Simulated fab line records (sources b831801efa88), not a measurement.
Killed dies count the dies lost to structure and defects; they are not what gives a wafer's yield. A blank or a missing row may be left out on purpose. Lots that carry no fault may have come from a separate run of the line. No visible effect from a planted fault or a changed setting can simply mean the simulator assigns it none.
Comparing a struck lot with a sound one / flow sky130 / 23 steps out of a route of 708
Sound: the wafers L675.3, L675.5, L675.6. Wafers struck: L692.2, L692.3, L692.5. Last of all comes the cause.
Each step with rows lists, per side, the tool, then ch with its chambers, then its first start. Under that, the readings that differ: sound wafers / struck wafers / difference of the means / sigmas: that difference in standard deviations of wafers without a fault.
alike: a reading whose means differ by less than 2 such deviations, as well as words and numbers matching on both sides. not compared: withheld readings; readings where some wafer has no value; bounds like >300 that might hide an equal value; numbers whose values overlap and for which the record gives no deviation.
The two part at a step that has a row with sigmas, a row that says differs or no value, or rows on one side only. Numbers that have no deviation but don't overlap get no sigmas and don't part them. A reading missing from all wafers of one side parts the sides only when that side holds two or more wafers.

first, 5 steps without rows for these wafers: SKY_VT_ADJUST_NCORE_COAT_02 (resist thk 1140 nm); SKY_VT_ADJUST_NCORE_SOFTBAKE_03 (time 60 s); SKY_VT_ADJUST_NCORE_EXPOSE_04 (exposes mask LVTN COMPLEMENT THIN, target cd 380 nm); SKY_VT_ADJUST_NCORE_PEB_05; SKY_VT_ADJUST_NCORE_DEVELOP_06 (develop time 60 s).
SKY_VT_ADJUST_NCORE_CD_MEAS_07: the cd target is 380 nm.
  struck on cd-sem-01, day 14 15:19; sound on cd-sem-01, day 8 11:31
  alike: cd-nm
SKY_VT_ADJUST_NCORE_OVL_MEAS_08:
  struck on overlay-01, day 14 15:25; sound on overlay-01, day 8 11:37
  alike: VT_ADJUST_NCORE_OVL
then, 1 step without rows for these wafers: SKY_VT_ADJUST_NCORE_IMPLANT_09.
SKY_VT_ADJUST_NCORE_STRIP_10: strips in O2/N2.
  sound on plasma-asher-03 ch 0,1, day 8 11:49; struck on plasma-asher-03 ch 1, day 14 15:35
  alike: chamber-pressure-mTorr, drypump-motor-current-A, oes-product-au, strip-time-to-endpoint-s
  not compared: rf-hours-counter-h
SKY_VT_ADJUST_NCORE_TW_MEAS_11:
  struck on film-metro-01, day 14 15:42; sound on film-metro-01, day 8 11:54
  alike: VT_ADJUST_NCORE_TW
then, 2 steps without rows for these wafers: SKY_VT_ADJUST_HVTR_DEHYDRATE_00 (time 60 s); SKY_VT_ADJUST_HVTR_HMDS_01 (prime time 60 s).
SKY_VT_ADJUST_HVTR_COAT_02: resist thk 1140 nm.
  sound on litho-track-01 ch 0, day 8 22:02; struck on litho-track-01 ch 0, day 15 05:18
reading=spin-speed-rpm (rpm); sound=3001.3 2999.8 3001.7; struck=4107.9 4106.6 4105.4; difference=+1105.7; sigmas=+99 or more
reading=model.NOVOLAK_of_VT_ADJUST_HVTR_COAT_02.thk-nm (nm); sound=1140 1140 1141; struck=979.4 979 980.8; difference=-160.6; sigmas=
then, 3 steps without rows for these wafers: SKY_VT_ADJUST_HVTR_SOFTBAKE_03 (time 60 s); SKY_VT_ADJUST_HVTR_EXPOSE_04 (exposes mask HVTRM, target cd 380 nm); SKY_VT_ADJUST_HVTR_PEB_05.
SKY_VT_ADJUST_HVTR_DEVELOP_06: develop time 60 s.
  sound on litho-track-02 ch 0, day 9 08:25; struck on litho-track-01 ch 0, day 15 19:09
reading=model.NOVOLAK_of_VT_ADJUST_HVTR_COAT_02.thk-nm (nm); sound=1139 1139 1141; struck=978.9 978.6 980.4; difference=-160.4; sigmas=
SKY_VT_ADJUST_HVTR_CD_MEAS_07: the cd target is 380 nm.
  struck on cd-sem-01, day 15 19:35; sound on cd-sem-01, day 9 08:34
reading=cd-nm (nm); sound=376.0 374.4 376.7; struck=399.6 398.1 400.2; difference=+23.6; sigmas=+10
  not compared: hold
SKY_VT_ADJUST_HVTR_OVL_MEAS_08:
  struck on overlay-02, day 15 22:15; sound on overlay-02, day 9 08:39
reading=hold; sound=- - -; struck=await-dispo/2.6h/release await-dispo/2.6h/release await-dispo/2.6h/release; difference=no value on the sound wafers; sigmas=
  alike: VT_ADJUST_HVTR_OVL
then, 1 step without rows for these wafers: SKY_VT_ADJUST_HVTR_IMPLANT_09.
SKY_VT_ADJUST_HVTR_STRIP_10: strips in O2/N2.
  sound on plasma-asher-04 ch 0,1, day 9 08:52; struck on plasma-asher-04 ch 0, day 15 22:26
reading=strip-time-to-endpoint-s (s); sound=14.18 14.17 14.19; struck=12.38 12.37 12.42; difference=-1.79; sigmas=-48
  alike: chamber-pressure-mTorr, drypump-motor-current-A, oes-product-au
  not compared: rf-hours-counter-h
SKY_VT_ADJUST_HVTR_TW_MEAS_11:
  struck on film-metro-04, day 15 22:32; sound on film-metro-03, day 9 08:57
  alike: VT_ADJUST_HVTR_TW
SKY_PAD_OPEN_PROBE_99:
  rows exist in the record for the sound wafers here (prober-02, day 45 22:37), none for the struck ones

== WHERE THEY PART ==
Last at SKY_PAD_OPEN_PROBE_99 as far as this record goes, first at SKY_VT_ADJUST_HVTR_COAT_02.

WHY: whatever the simulator had introduced
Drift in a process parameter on litho-track-01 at SKY_VT_ADJUST_HVTR_COAT_02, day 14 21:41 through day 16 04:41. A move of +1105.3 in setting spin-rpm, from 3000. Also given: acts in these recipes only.
